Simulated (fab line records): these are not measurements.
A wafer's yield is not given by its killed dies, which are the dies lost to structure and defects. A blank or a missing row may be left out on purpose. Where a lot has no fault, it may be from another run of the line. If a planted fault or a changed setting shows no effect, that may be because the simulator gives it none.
Check for tools in common + flow gf180mcu + 13 lots and 39 wafers in the sample

## WHY IT WAS OPENED
On 1 of the 13 lots, a flag is raised at GF_SAB_CD_MEAS_09 on the reading cd_nm. Fault-free wafers read 420.2 nm, with a standard deviation of 2.5.
Rule: a lot is flagged in two cases, either no wafer of it has a number, or all its wafers with numbers fall more than 4 standard deviations from that mean. The other lots count as sound.

| lot  | measured     | on        | cd_nm (nm), wafer by wafer | flag    |
|------|--------------|-----------|----------------------------|---------|
| L616 | day 15 01:35 | cd_sem-02 | 420.2 421.2 420.1          |         |
| L617 | day 15 06:46 | cd_sem-01 | 420.3 421.6 420.2          |         |
| L618 | day 15 22:21 | cd_sem-02 | 418.7 418.6 417.9          |         |
| L619 | day 16 05:10 | cd_sem-01 | 422.8 421.2 424.1          |         |
| L620 | day 16 13:42 | cd_sem-01 | 423.4 421.6 423.6          |         |
| L621 | day 16 18:07 | cd_sem-01 | 423.6 421.6 421.8          |         |
| L623 | day 17 15:59 | cd_sem-02 | 421.2 419.5 418.8          |         |
| L624 | day 18 01:22 | cd_sem-01 | 421.6 421.1 422.7          |         |
| L627 | day 19 03:07 | cd_sem-01 | 416.5 417.7 415.2          |         |
| L633 | day 21 06:43 | cd_sem-01 | 450.7 450.2 451.5          | FLAGGED |
| L637 | day 22 11:34 | cd_sem-01 | 422.6 421.3 421.8          |         |
| L638 | day 23 00:28 | cd_sem-01 | 420.5 421.7 420.1          |         |
| L639 | day 23 07:56 | cd_sem-01 | 420.1 418.6 421.0          |         |
On average the flagged lots' numbers are 450.8 nm, which is +30.6 nm against the usual, or +12 standard deviations.

## WHICH TOOL EACH LOT WENT THROUGH
The record keeps 1 process step preceding the reading, out of 602 steps on the route. Each cell gives the tool, then ch followed by the chambers the sampled wafers passed through, then the start.
| lot  | flag    | GF_SAB_EXPOSE_06                    |
|------|---------|-------------------------------------|
| L616 |         | iline_stepper-02 ch 0, day 14 15:14 |
| L617 |         | iline_stepper-01 ch 0, day 14 21:02 |
| L618 |         | iline_stepper-02 ch 0, day 15 11:36 |
| L619 |         | iline_stepper-01 ch 0, day 15 18:23 |
| L620 |         | iline_stepper-02 ch 0, day 16 02:26 |
| L621 |         | iline_stepper-01 ch 0, day 16 07:14 |
| L623 |         | iline_stepper-02 ch 0, day 17 04:19 |
| L624 |         | iline_stepper-01 ch 0, day 17 13:44 |
| L627 |         | iline_stepper-01 ch 0, day 18 15:20 |
| L633 | FLAGGED | iline_stepper-01 ch 0, day 20 20:34 |
| L637 |         | iline_stepper-02 ch 0, day 22 01:03 |
| L638 |         | iline_stepper-02 ch 0, day 22 12:10 |
| L639 |         | iline_stepper-01 ch 0, day 22 20:32 |
What the steps here do:
- GF_SAB_EXPOSE_06: exposes mask SAB, target cd 420 nm.
- GF_SAB_CD_MEAS_09: target cd 420 nm.

## FLAGGED AGAINST TOTAL, ONE TOOL AT A TIME (gauges that did the reading follow at the end)
| step              | tool             | lots run | flagged | share of the flagged lots | sound lots run after its first flagged lot |
|-------------------|------------------|----------|---------|---------------------------|--------------------------------------------|
| GF_SAB_EXPOSE_06  | iline_stepper-01 | 7        | 1       | all                       | 1 (L639)                                   |
| GF_SAB_EXPOSE_06  | iline_stepper-02 | 6        | 0       | none                      | -                                          |
| GF_SAB_CD_MEAS_09 | cd_sem-01        | 10       | 1       | all                       | 3 (L637,L638,L639)                         |
| GF_SAB_CD_MEAS_09 | cd_sem-02        | 3        | 0       | none                      | -                                          |

## WHAT THE TABLE ALLOWS
Every flagged lot went through 2 rows of the table: iline_stepper-01 at GF_SAB_EXPOSE_06 and cd_sem-01 at GF_SAB_CD_MEAS_09.
- iline_stepper-01 at GF_SAB_EXPOSE_06 ran 7 lots, 1 of them flagged. Sound lots ran on it after the first flagged one (L639), which a lasting fault on the whole tool wouldn't allow.
- cd_sem-01 at GF_SAB_CD_MEAS_09 ran 10 lots, 1 of them flagged. Sound lots ran on it after the first flagged one (L637, L638, L639), which a lasting fault on the whole tool wouldn't allow.
Not one row of the table ran every flagged lot while running no sound lot after the first.

## WHAT HAD BEEN PUT IN BY THE SIMULATOR
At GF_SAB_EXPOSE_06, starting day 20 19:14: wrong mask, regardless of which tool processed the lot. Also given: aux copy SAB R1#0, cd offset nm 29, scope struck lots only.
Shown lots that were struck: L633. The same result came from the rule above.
